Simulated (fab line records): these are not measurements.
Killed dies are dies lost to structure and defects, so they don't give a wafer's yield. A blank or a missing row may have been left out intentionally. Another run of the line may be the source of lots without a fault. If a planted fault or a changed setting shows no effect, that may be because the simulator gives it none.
Which of the tools did it? -- flow gf180mcu -- 18 wafers from 6 lots sampled at 2 of the route's 602 steps

== WHAT THE GAUGES READ, wafer by wafer ==
GF_NWELL_TW_MEAS_11.
lot,measured,on,NWELL_TW
L494,day 3 12:29,filmMetro-02,1566 1572 1574
L497,day 4 06:14,filmMetro-02,1580 1583 1580
L499,day 4 19:23,filmMetro-04,1411 1410 1410
L501,day 5 05:24,filmMetro-04,1393 1401 1404
L508,day 6 18:47,filmMetro-03,1573 1575 1576
L513,day 7 22:35,filmMetro-04,1594 1591 1605

== WHAT TOOL EACH LOT RAN ON (gives the tool, then ch and the chambers of the sampled wafers, and finally the start) ==
lot,GF_NWELL_IMPLANT_08
L494,"implanter-02 ch 0, day 3 12:05"
L497,"implanter-03 ch 0, day 4 05:50"
L499,"implanter-03 ch 0, day 4 18:59"
L501,"implanter-03 ch 0, day 5 03:14"
L508,"implanter-04 ch 0, day 6 18:23"
L513,"implanter-02 ch 0, day 7 22:12"
- GF_NWELL_IMPLANT_08

== THE ANSWER, worked out from the rows above alone ==
Rule: the lots themselves supply what counts as usual. The widest of any qualifying gaps counts: lots, ordered by their means at a reading, are off when they make up no more than a third of the lots, leave a main group of 4 or more, and stand apart from it by 3 or more times the standard deviation of that group's means. If all means in a main group match to the digits the tables above print for the reading, that group is not used. A lot without any number at a reading at which 4 lots or more have one is off too. Any other lot the step has rows for is counted as sound.
Off: L499, L501, seen at GF_NWELL_TW_MEAS_11 (NWELL_TW). Main group: mean 1581, sd 9.9.
A tool fits if, at a process step before that reading, it ran every lot that is off, and no sound lot after the first of them. The gauges at GF_NWELL_TW_MEAS_11 are tried like those tools. One candidate fits, namely implanter-03 at GF_NWELL_IMPLANT_08. A fault onset in the window from L497 (day 4 05:50, its last sound lot) to L499 (day 4 18:59, its first lot off) fits.

== WHAT WAS PUT IN BY THE SIMULATOR ==
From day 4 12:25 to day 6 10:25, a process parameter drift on implanter-03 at GF_NWELL_IMPLANT_08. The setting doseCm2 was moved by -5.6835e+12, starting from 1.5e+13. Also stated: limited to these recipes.
Shown lots that were struck: L499, L501. This agrees with what the rule above found.
